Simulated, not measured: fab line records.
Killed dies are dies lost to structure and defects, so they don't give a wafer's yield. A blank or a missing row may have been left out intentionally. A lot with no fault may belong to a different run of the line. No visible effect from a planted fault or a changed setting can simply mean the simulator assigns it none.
fab line records ; flow sky130
record lots=12; wafers=36; last-day=50
route steps=708 shown VT_ADJUST_PCH@152 LDD_LDN@293 SPACER@305 PAD_OPEN@708
lots that met no fault: taken from a fault-free run of the same line
start-h: hours from the record's first day to the start of the lot's first wafer shown ; wait-h: hours from the lot's prior step to this one ; " same as the row above ; L1.1+2: one row covering several wafers at once ; - no value, or no start given ; * or withheld: withheld ; < > ~ a bound
route shown NAME@n: NAME is a module with steps in the file, n the number in the route of the first one ; usual: mean/standard deviation of fault-free wafers ; same: alike in all rows ; chamber/n: place in a boat ; sites: per-site readings ; _std_site: how widely they spread, as a standard deviation ; _edge_site: mean of outer sites minus mean of inner sites ; radius-mm: how far each site lies from the wafer's centre ; mask NAME#n: copy n ; behind: the most recent tool/chamber to have shaped the wafer ; hold: the reason the lot was held/the length of the hold in hours/how it ended ; device: which transistor (n, p or np) failed to switch ; end of line: the same wafers' tests at the end of the route ; a step given without rows: its recipe and nothing more ; killed: at the first sort, the dies lost to defects and structure; wafer yield is something else ; map: a wafer's dies, marking killed ones x, the rest . and places with no die _
set.NAME: the run value of the setting; set.NAME@STEP: its run value at that earlier step ; model.NAME: the simulator's own value behind a step, which no gauge read
one table for each step of the route and one row for each wafer, over a sample of lots
services: when a tool's chamber went out of use (start-h, in hours from the record's first day, below 0 if earlier), for how many hours, and the reason
## steps
# step SKY_VT_ADJUST_PCH_STRIP_09
# recipe chemistry=O2/N2; power-w=1361; pressure-mtorr=1500; platen-temp-c=withheld; o2-flow-sccm=3000; n2-flow-sccm=300; overash-fraction=0.5
# usual drypump-motor-current-A=5.5/0.6; oes-product-au=0.711/0.0052; strip-time-to-endpoint-s=37.77/0.1
lot.wafer;tool;chamber;start-h;wait-h;drypump-motor-current-A;oes-product-au;rf-hours-counter-h;strip-time-to-endpoint-s
L552.1;plasma-asher-03;1;228.55;0.1;4.6;0.706;11;37.94
L552.4;plasma-asher-03;1;228.55;0.1;4.6;0.715;-;37.90
L552.5;plasma-asher-03;0;228.55;0.1;5.7;0.701;-;37.85
L553.2;plasma-asher-02;0;243.93;0.1;6.2;0.708;58;37.87
L553.5;plasma-asher-02;1;243.93;0.1;5.8;0.707;-;37.71
L553.6;plasma-asher-02;0;243.93;0.1;6.2;0.720;-;37.75
L554.1;plasma-asher-03;1;249.40;0.1;4.6;0.702;13;37.84
L554.2;plasma-asher-03;0;249.40;0.1;5.7;0.712;13;37.91
L554.3;plasma-asher-03;0;249.40;0.1;5.7;0.711;-;37.83
L555.2;plasma-asher-02;1;256.08;0.1;5.8;0.711;60;37.76
L555.5;plasma-asher-02;1;256.08;0.1;5.8;0.705;-;37.70
L555.6;plasma-asher-02;0;256.08;0.1;6.2;0.709;-;37.86
L556.1;plasma-asher-03;1;261.80;0.1;4.6;0.719;15;37.65
L556.3;plasma-asher-03;1;261.80;0.1;4.6;0.715;-;37.79
L556.6;plasma-asher-03;1;261.80;0.1;4.6;0.716;-;37.80
L558.1;plasma-asher-03;1;284.35;0.1;4.7;0.707;17;37.77
L558.2;plasma-asher-03;0;284.35;0.1;5.7;0.710;17;37.79
L558.5;plasma-asher-03;0;284.35;0.1;5.7;0.713;-;37.74
L560.1;plasma-asher-02;0;298.40;0.1;6.2;0.700;64;37.67
L560.4;plasma-asher-02;1;298.40;0.1;5.8;0.716;-;37.54
L560.6;plasma-asher-02;1;298.40;0.1;5.8;0.720;-;37.62
L561.1;plasma-asher-04;0;303.83;0.1;6.3;0.718;46;37.70
L561.2;plasma-asher-04;1;303.83;0.1;5.5;0.707;46;37.71
L561.4;plasma-asher-04;1;303.83;0.1;5.5;0.708;-;37.63
L562.3;plasma-asher-03;0;309.58;0.1;5.7;0.705;-;37.76
L562.4;plasma-asher-03;1;309.58;0.1;4.7;0.713;-;37.71
L562.6;plasma-asher-03;1;309.58;0.1;4.6;0.715;-;37.75
L572.1;plasma-asher-04;1;385.78;0.1;5.4;0.723;53;37.75
L572.4;plasma-asher-04;0;385.78;0.1;6.3;0.715;-;37.76
L572.5;plasma-asher-04;0;385.78;0.1;6.3;0.723;-;37.76
L573.2;plasma-asher-03;0;396.93;0.1;5.7;0.719;28;37.81
L573.3;plasma-asher-03;0;396.93;0.1;5.7;0.714;-;37.80
L573.4;plasma-asher-03;1;396.93;0.1;4.6;0.704;-;37.87
L574.1;plasma-asher-03;0;404.50;0.1;5.7;0.712;29;37.88
L574.3;plasma-asher-03;1;404.50;0.1;4.6;0.716;-;37.81
L574.4;plasma-asher-03;0;404.50;0.1;5.7;0.707;-;37.85
# step SKY_LDD_LDN_EXPOSE_04
# recipe mask-id=LDNTM; na=0.6; source-shape=conventional; sigma-outer=0.6; polarization=unpolarized; target-cd-nm=700; dose-mj=140
# usual exposure-dose-mJ-cm2=139.99/0.13
lot.wafer;tool;chamber;start-h;wait-h;mask;exposure-dose-mJ-cm2
L552.1;iline-stepper-02;0;513.07;-;LDNTM#0;139.93
L552.4;iline-stepper-02;0;513.07;-;LDNTM#0;139.96
L552.5;iline-stepper-02;0;513.07;-;LDNTM#0;139.93
L553.2;iline-stepper-01;0;532.16;-;LDNTM#0;139.83
L553.5;iline-stepper-01;0;532.16;-;LDNTM#0;139.95
L553.6;iline-stepper-01;0;532.16;-;LDNTM#0;140.22
L554.1;iline-stepper-02;0;538.49;-;LDNTM#0;139.90
L554.2;iline-stepper-02;0;538.49;-;LDNTM#0;140.02
L554.3;iline-stepper-02;0;538.49;-;LDNTM#0;139.93
L555.2;iline-stepper-01;0;548.56;-;LDNTM#0;140.00
L555.5;iline-stepper-01;0;548.56;-;LDNTM#0;140.07
L555.6;iline-stepper-01;0;548.56;-;LDNTM#0;139.88
L556.1;iline-stepper-01;0;554.21;-;LDNTM#0;140.17
L556.3;iline-stepper-01;0;554.21;-;LDNTM#0;140.09
L556.6;iline-stepper-01;0;554.21;-;LDNTM#0;140.04
L558.1;iline-stepper-01;0;583.70;-;LDNTM#0;140.17
L558.2;iline-stepper-01;0;583.70;-;LDNTM#0;140.06
L558.5;iline-stepper-01;0;583.70;-;LDNTM#0;140.23
L560.1;iline-stepper-02;0;593.71;-;LDNTM#0;139.96
L560.4;iline-stepper-02;0;593.71;-;LDNTM#0;139.80
L560.6;iline-stepper-02;0;593.71;-;LDNTM#0;139.81
L561.1;iline-stepper-02;0;599.35;-;LDNTM#0;139.90
L561.2;iline-stepper-02;0;599.35;-;LDNTM#0;140.03
L561.4;iline-stepper-02;0;599.35;-;LDNTM#0;139.94
L562.3;iline-stepper-02;0;607.90;-;LDNTM_R1#0;140.01
L562.4;iline-stepper-02;0;607.90;-;LDNTM_R1#0;140.15
L562.6;iline-stepper-02;0;607.90;-;LDNTM_R1#0;140.20
L572.1;iline-stepper-01;0;684.34;-;LDNTM#0;139.94
L572.4;iline-stepper-01;0;684.34;-;LDNTM#0;140.09
L572.5;iline-stepper-01;0;684.34;-;LDNTM#0;139.97
L573.2;iline-stepper-02;0;692.36;-;LDNTM#0;140.03
L573.3;iline-stepper-02;0;692.36;-;LDNTM#0;140.01
L573.4;iline-stepper-02;0;692.36;-;LDNTM#0;140.00
L574.1;iline-stepper-02;0;695.71;-;LDNTM#0;139.96
L574.3;iline-stepper-02;0;695.71;-;LDNTM#0;140.03
L574.4;iline-stepper-02;0;695.71;-;LDNTM#0;139.96
# step SKY_SPACER_THK_MEAS_01
# recipe reads=Si3N4_of_SPACER_CVD_00
# usual SPACER_CVD_00_THK=43.0/0.38
lot.wafer;tool;chamber;start-h;wait-h;SPACER_CVD_00_THK[nm]
L552.1;film-metro-01;-;529.76;0.0;43.1
L552.4;film-metro-01;-;529.76;0.0;43.0
L552.5;film-metro-01;-;529.76;0.0;43.0
L553.2;film-metro-03;-;550.18;0.0;43.7
L553.5;film-metro-03;-;550.18;0.0;43.8
L553.6;film-metro-03;-;550.18;0.0;43.4
L554.1;film-metro-02;-;556.27;0.0;43.3
L554.2;film-metro-02;-;556.27;0.0;43.3
L554.3;film-metro-02;-;556.27;0.0;43.2
L555.2;film-metro-03;-;564.81;0.0;42.8
L555.5;film-metro-03;-;564.81;0.0;43.4
L555.6;film-metro-03;-;564.81;0.0;43.5
L556.1;film-metro-02;-;570.70;0.0;42.5
L556.3;film-metro-02;-;570.70;0.0;42.3
L556.6;film-metro-02;-;570.70;0.0;42.7
L558.1;film-metro-03;-;599.90;0.0;43.1
L558.2;film-metro-03;-;599.90;0.0;42.9
L558.5;film-metro-03;-;599.90;0.0;42.8
L560.1;film-metro-02;-;610.21;0.0;42.7
L560.4;film-metro-02;-;610.21;0.0;42.6
L560.6;film-metro-02;-;610.21;0.0;42.8
L561.1;film-metro-02;-;615.90;0.0;42.2
L561.2;film-metro-02;-;615.90;0.0;42.3
L561.4;film-metro-02;-;615.90;0.0;42.7
L562.3;film-metro-03;-;624.89;0.0;43.0
L562.4;film-metro-03;-;624.89;0.0;43.2
L562.6;film-metro-03;-;624.89;0.0;43.3
L572.1;film-metro-01;-;699.80;0.0;42.4
L572.4;film-metro-01;-;699.80;0.0;42.7
L572.5;film-metro-01;-;699.80;0.0;42.9
L573.2;film-metro-03;-;709.53;0.0;43.5
L573.3;film-metro-03;-;709.53;0.0;43.3
L573.4;film-metro-03;-;709.53;0.0;43.3
L574.1;film-metro-03;-;711.62;0.0;43.2
L574.3;film-metro-03;-;711.62;0.0;43.0
L574.4;film-metro-03;-;711.62;0.0;43.2
# step SKY_SPACER_ETCHBACK_02
# recipe chemistry=CH3F/O2; target=Si3N4; stop-on=SiO2; source-w=400; bias-w=80; pressure-mtorr=25; ch3f-flow-sccm=40; O2_flow_sccm=30; time-s=46.7; target-depth-a=450
# usual drypump-motor-current-A=5.6/0.33; oes-product-au=0.853/0.006; throttle-valve-pct=10.563/0.009
lot.wafer;tool;chamber;start-h;wait-h;drypump-motor-current-A;oes-product-au;rf-hours-counter-h;throttle-valve-pct
L552.1;rie-diel-02;1;529.82;0.1;6.0;0.846;6;10.572
L552.4;rie-diel-02;3;529.82;0.1;5.6;0.849;3;10.572
L552.5;rie-diel-02;3;529.82;0.1;5.6;0.857;-;10.567
L553.2;rie-diel-02;3;550.23;0.0;5.6;0.854;3;10.564
L553.5;rie-diel-02;1;550.23;0.0;6.0;0.861;-;10.580
L553.6;rie-diel-02;0;550.23;0.0;5.6;0.865;-;10.551
L554.1;rie-diel-02;1;556.33;0.1;6.0;0.853;7;10.568
L554.2;rie-diel-02;3;556.33;0.1;5.6;0.854;3;10.564
L554.3;rie-diel-02;0;556.33;0.1;5.6;0.857;82;10.557
L555.2;rie-diel-02;3;564.86;0.0;5.6;0.856;3;10.560
L555.5;rie-diel-02;3;564.86;0.0;5.6;0.849;-;10.566
L555.6;rie-diel-02;1;564.86;0.0;6.0;0.859;-;10.579
L556.1;rie-diel-03;2;570.76;0.1;5.6;0.848;1;10.573
L556.3;rie-diel-03;0;570.76;0.1;5.9;0.845;6;10.556
L556.6;rie-diel-03;3;570.76;0.1;5.4;0.855;-;10.559
L558.1;rie-diel-02;1;599.96;0.1;6.0;0.858;7;10.572
L558.2;rie-diel-02;3;599.96;0.1;5.6;0.853;4;10.556
L558.5;rie-diel-02;0;599.96;0.1;5.5;0.858;-;10.568
L560.1;rie-diel-01;3;610.27;0.1;5.0;0.848;65;10.547
L560.4;rie-diel-01;1;610.27;0.1;5.9;0.847;66;10.570
L560.6;rie-diel-01;2;610.27;0.1;5.1;0.843;-;10.567
L561.1;rie-diel-01;1;615.96;0.1;5.9;0.843;66;10.574
L561.2;rie-diel-01;3;615.96;0.1;5.0;0.846;65;10.569
L561.4;rie-diel-01;0;615.96;0.1;5.5;0.857;0;10.568
L562.3;rie-diel-02;2;624.93;0.0;6.2;0.854;31;10.561
L562.4;rie-diel-02;3;624.93;0.0;5.6;0.850;4;10.577
L562.6;rie-diel-02;1;624.93;0.0;6.0;0.860;-;10.564
L572.1;rie-diel-03;3;699.86;0.1;5.4;0.849;12;10.569
L572.4;rie-diel-03;2;699.86;0.1;5.6;0.847;4;10.561
L572.5;rie-diel-03;1;699.86;0.1;5.6;0.850;-;10.566
L573.2;rie-diel-01;2;709.58;0.0;5.1;0.852;12;10.557
L573.3;rie-diel-01;0;709.58;0.0;5.5;0.856;2;10.544
L573.4;rie-diel-01;3;709.58;0.0;5.0;0.865;1;10.566
L574.1;rie-diel-01;0;711.68;0.1;5.5;0.856;2;10.578
L574.3;rie-diel-01;3;711.68;0.1;5.0;0.855;1;10.567
L574.4;rie-diel-01;2;711.68;0.1;5.1;0.860;12;10.560
# step SKY_PAD_OPEN_PROBE_99
# usual killed_at_M0_to_M3=43/6.9; killed_at_M4_up=3.2/2; killed-at-contacts=25/5.1; killed-at-front-end=15/4.5; killed-at-other=0.2/0.51; killed-dies=85/9.5; killed-open=48/6.9; killed-short=38/6.7
# same gross-dies=492; killed-at-back-side=0
lot.wafer;tool;chamber;start-h;wait-h;hold;killed_at_M0_to_M3;killed_at_M4_up;killed-at-contacts;killed-at-front-end;killed-at-other;killed-dies;killed-open;killed-short
L561.1;prober-02;-;1132.22;0.1;-;36;0;26;13;2;77;41;36
L561.2;prober-02;-;1132.27;0.1;-;40;6;19;15;0;80;41;39
L561.4;prober-02;-;1132.37;0.2;-;37;2;23;13;0;75;49;26
L562.3;prober-01;-;1139.44;0.2;await-dispo/4.4h/release;44;7;20;83;0;154;43;38
L562.4;prober-01;-;1139.49;0.2;await-dispo/4.4h/release;43;6;26;112;0;187;58;38
L562.6;prober-01;-;1139.59;0.2;await-dispo/4.4h/release;60;2;27;97;0;186;56;48
L572.1;prober-01;-;1187.28;0.1;-;28;4;35;13;1;81;40;41
L572.4;prober-01;-;1187.43;0.2;-;44;1;30;20;0;95;59;36
L572.5;prober-01;-;1187.48;0.2;-;32;2;17;16;0;67;39;28
L573.2;prober-02;-;1192.85;0.1;-;55;7;27;16;1;106;54;52
L573.3;prober-02;-;1192.90;0.2;-;36;2;31;18;0;87;43;44
L573.4;prober-02;-;1192.95;0.2;-;46;1;30;11;0;88;54;34
L574.1;prober-01;-;1194.58;0.1;-;24;2;29;15;0;70;39;31
L574.3;prober-01;-;1194.68;0.2;-;39;2;33;12;0;86;49;37
L574.4;prober-01;-;1194.73;0.2;-;36;3;18;16;0;73;44;29
# killed by level:class
L561.1 VIA1:geometric-particle:open=10 METAL2:geometric-particle:short=8 LI_CONTACT:geometric-particle:open=7 CONTACT:geometric-particle:open=7 FIELD_ISO:geometric-particle:short=6 LOCAL_INTERCONNECT:geometric-particle:short=6 VIA2:geometric-particle:open=5 POLY_GATE:geometric-particle:open=4
L561.2 VIA1:geometric-particle:open=10 CONTACT:geometric-particle:open=8 METAL1:geometric-particle:short=6 LI_CONTACT:geometric-particle:open=5 VIA1:geometric-particle:short=5 FIELD_ISO:geometric-particle:open=4 FIELD_ISO:geometric-particle:short=4 VIA2:geometric-particle:open=4
L561.4 CONTACT:geometric-particle:open=12 LI_CONTACT:geometric-particle:open=8 VIA1:geometric-particle:open=7 VIA2:geometric-particle:open=6 METAL2:geometric-particle:short=5 POLY_GATE:geometric-particle:open=4 VIA3:geometric-particle:open=4 VIA1:geometric-particle:short=4
L562.3 LDD_LDN:area-expose=73 VIA1:geometric-particle:open=10 CONTACT:geometric-particle:open=7 VIA3:geometric-particle:open=7 METAL2:geometric-particle:short=6 METAL4:geometric-particle:short=5 LOCAL_INTERCONNECT:geometric-particle:short=5 CONTACT:geometric-particle:short=5
L562.4 LDD_LDN:area-expose=91 VIA1:geometric-particle:open=13 CONTACT:geometric-particle:open=10 VIA3:geometric-particle:open=9 FIELD_ISO:geometric-particle:short=8 LI_CONTACT:geometric-particle:open=8 FIELD_ISO:geometric-particle:open=5 METAL4:geometric-particle:short=5
L562.6 LDD_LDN:area-expose=82 VIA1:geometric-particle:open=19 VIA2:geometric-particle:open=11 LI_CONTACT:geometric-particle:open=7 CONTACT:geometric-particle:open=7 CONTACT:geometric-particle:short=7 FIELD_ISO:geometric-particle:short=6 METAL3:geometric-particle:short=6
L572.1 CONTACT:geometric-particle:short=11 LI_CONTACT:geometric-particle:open=9 CONTACT:geometric-particle:open=9 VIA1:geometric-particle:open=8 VIA3:geometric-particle:open=5 SPACER:geometric-particle:short=4 VIA1:geometric-particle:short=4 LI_CONTACT:geometric-particle:short=3
L572.4 FIELD_ISO:geometric-particle:open=9 LI_CONTACT:geometric-particle:open=9 CONTACT:geometric-particle:open=9 VIA3:geometric-particle:open=8 VIA1:geometric-particle:open=8 VIA2:geometric-particle:open=7 LI_CONTACT:geometric-particle:short=6 CONTACT:geometric-particle:short=5
L572.5 VIA1:geometric-particle:open=8 CONTACT:geometric-particle:open=6 VIA2:geometric-particle:open=5 METAL2:geometric-particle:short=5 VIA3:geometric-particle:open=5 LI_CONTACT:geometric-particle:open=4 FIELD_ISO:geometric-particle:open=4 POLY_GATE:geometric-particle:open=3
L573.2 VIA1:geometric-particle:open=14 VIA1:geometric-particle:short=8 VIA3:geometric-particle:open=8 LI_CONTACT:geometric-particle:open=7 CONTACT:geometric-particle:open=6 CONTACT:geometric-particle:short=6 METAL4:geometric-particle:short=6 FIELD_ISO:geometric-particle:short=5
L573.3 VIA1:geometric-particle:open=9 LI_CONTACT:geometric-particle:open=8 FIELD_ISO:geometric-particle:short=7 VIA3:geometric-particle:open=6 LOCAL_INTERCONNECT:geometric-particle:short=6 CONTACT:geometric-particle:open=6 POLY_GATE:geometric-particle:short=5 LI_CONTACT:geometric-particle:short=5
L573.4 VIA3:geometric-particle:open=13 CONTACT:geometric-particle:open=10 LI_CONTACT:geometric-particle:open=8 VIA1:geometric-particle:open=8 VIA2:geometric-particle:open=5 VIA1:geometric-particle:short=5 LI_CONTACT:geometric-particle:short=4 LOCAL_INTERCONNECT:geometric-particle:short=4
L574.1 CONTACT:geometric-particle:open=13 VIA1:geometric-particle:open=7 LI_CONTACT:geometric-particle:open=5 POLY_GATE:geometric-particle:open=4 LI_CONTACT:geometric-particle:short=4 LOCAL_INTERCONNECT:geometric-particle:short=4 POLY_GATE:geometric-particle:short=3 METAL1:geometric-particle:short=3
L574.3 VIA1:geometric-particle:open=11 CONTACT:geometric-particle:open=10 LI_CONTACT:geometric-particle:open=8 CONTACT:geometric-particle:short=7 VIA3:geometric-particle:open=6 POLY_GATE:geometric-particle:open=5 LOCAL_INTERCONNECT:geometric-particle:short=5 VIA1:geometric-particle:short=5
L574.4 CONTACT:geometric-particle:open=11 VIA3:geometric-particle:open=9 METAL1:geometric-particle:short=7 FIELD_ISO:geometric-particle:short=5 VIA1:geometric-particle:open=5 METAL2:geometric-particle:short=4 VIA2:geometric-particle:open=4 METAL3:geometric-particle:short=4
## services
tool;chamber;start-h;hours;kind
iline-stepper-02;-;224.77;4.4;pm
rie-diel-02;0;242.66;6.9;repair
rie-diel-02;0;255.19;5.1;repair
plasma-asher-03;-;265.75;1.4;repair
rie-diel-02;0;279.03;1.8;repair
rie-diel-02;2;283.64;11.3;repair
iline-stepper-01;-;297.54;7.5;repair
plasma-asher-03;-;314.61;1.6;repair
rie-diel-02;1;375.96;4.3;repair
iline-stepper-02;-;379.86;2.6;repair
iline-stepper-02;-;407.36;1.7;pm
iline-stepper-01;-;414.45;1.7;pm
iline-stepper-02;-;438.34;3.4;repair
plasma-asher-03;-;463.79;1.7;repair
plasma-asher-03;-;471.92;1.0;repair
plasma-asher-03;-;496.46;1.6;repair
iline-stepper-02;-;501.20;7.1;repair
rie-diel-02;-;602.89;5.8;repair
iline-stepper-02;-;625.45;1.7;pm
rie-diel-02;0;636.22;23.4;repair
plasma-asher-03;-;647.33;4.4;repair
plasma-asher-03;-;660.19;2.8;pm
rie-diel-02;2;692.99;10.2;repair
rie-diel-02;1;699.62;11.1;repair
## key
first-sign step=SKY_LDD_LDN_EXPOSE_04; reading=mask; direction=changed
effect step=SKY_PAD_OPEN_PROBE_99; reading=killed-at-front-end; direction=up; sigmas=18; usual=15; struck=97
more-kills-born-at SKY_LDD_LDN_EXPOSE_04@iline-stepper-02=246
met-at SKY_LDD_LDN_EXPOSE_04
struck-lots L562
tester-left-out L562
not-acting-at SKY_VT_ADJUST_PCH_STRIP_09,SKY_SPACER_THK_MEAS_01,SKY_SPACER_ETCHBACK_02
onset-between 599.35 607.90
fault kind=wrong-mask; tool=any; chamber=-; onset-h=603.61; steps=SKY_LDD_LDN_EXPOSE_04; aux-copy=LDNTM_R1#0; cd-offset-nm=105; scope=struck-lots-only
# tester-left-out: of these lots the tester's yield and bins aren't shown, on N5 and GAA mostly nor the transistor test; their killed dies are dies lost to structure and defects alone, not to doping, threshold or leakage, so they don't give the yield
